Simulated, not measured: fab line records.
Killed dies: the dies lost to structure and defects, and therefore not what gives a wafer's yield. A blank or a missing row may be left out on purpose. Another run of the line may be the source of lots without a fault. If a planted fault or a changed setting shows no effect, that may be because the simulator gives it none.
Matching of chambers ; flow gf180mcu ; GF_STI_ETCH_14 on rie-si-01: 4 sister chambers
The step etches Si in HBr/Cl2/O2, target depth 360 nm, time 102.9 s. 14 wafers are shown with their chamber, then 7 later ones without.

== EACH WAFER AND ITS CHAMBER ==
wafer;chamber;drypump-motor-current-A (A);oes-product-au (a.u.);throttle-valve-pct (%)
L748.1;1;5.5;1.008;25.652
L748.4;1;5.6;1.001;25.663
L748.6;3;5.9;1.002;25.663
L749.2;0;5.9;0.995;25.667
L749.4;1;5.5;1.003;25.656
L749.6;0;5.9;0.992;25.674
L750.1;3;5.9;0.994;25.658
L750.2;0;5.9;0.979;25.670
L750.3;1;5.5;1.001;25.643
L751.1;0;5.9;0.991;25.671
L751.2;1;5.6;1.000;25.651
L751.3;2;5.9;1.006;25.668
L763.2;2;5.9;1.004;25.659
L763.3;1;5.6;0.999;25.648

SIGNATURES (averages over the wafers above)
reading;chamber 0;chamber 1;chamber 2;chamber 3;scatter within a chamber
drypump-motor-current-A;5.900;5.550;5.900;5.900;0.0387
oes-product-au;0.98925;1.00200;1.00500;0.99800;0.00485
throttle-valve-pct;25.67050;25.65217;25.66350;25.66050;0.00559
Rule: a wafer's distance from a chamber is the root of the sum, over the readings, of the square of ((its reading less the chamber's mean) divided by the reading's scatter). If the next closest chamber is less than 2 further off than the closest, the wafer can't be placed; otherwise it belongs to the closest. How the scatter is found: for the shown wafers, subtract from each reading the mean of its chamber, square and add these, divide the total by (wafers less chambers), then take the root.

== WAFERS WHOSE CHAMBER IS MISSING ==
wafer;drypump-motor-current-A (A);oes-product-au (a.u.);throttle-valve-pct (%)
L763.5;5.6;0.997;25.659
L764.2;5.9;0.990;25.661
L764.4;5.9;1.008;25.664
L764.5;5.9;1.017;25.645
L769.2;5.9;0.987;25.670
L769.4;5.9;0.982;25.666
L769.6;5.9;0.996;25.674

== THE CHAMBER EACH PASSED THROUGH ==
wafer;from the rows above;in truth
L763.5;1;1
L764.2;can't be placed: 3 or 0 or 2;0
L764.4;can't be placed: 2 or 3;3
L764.5;can't be placed: 2 or 3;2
L769.2;0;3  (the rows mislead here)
L769.4;can't be placed: 0 or 3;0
L769.6;can't be placed: 0 or 3 or 2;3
Correctly placed: 1 of 7. Can't be placed from these rows: 5 (the true chamber is among the candidates in 5). Number placed wrongly: 1.
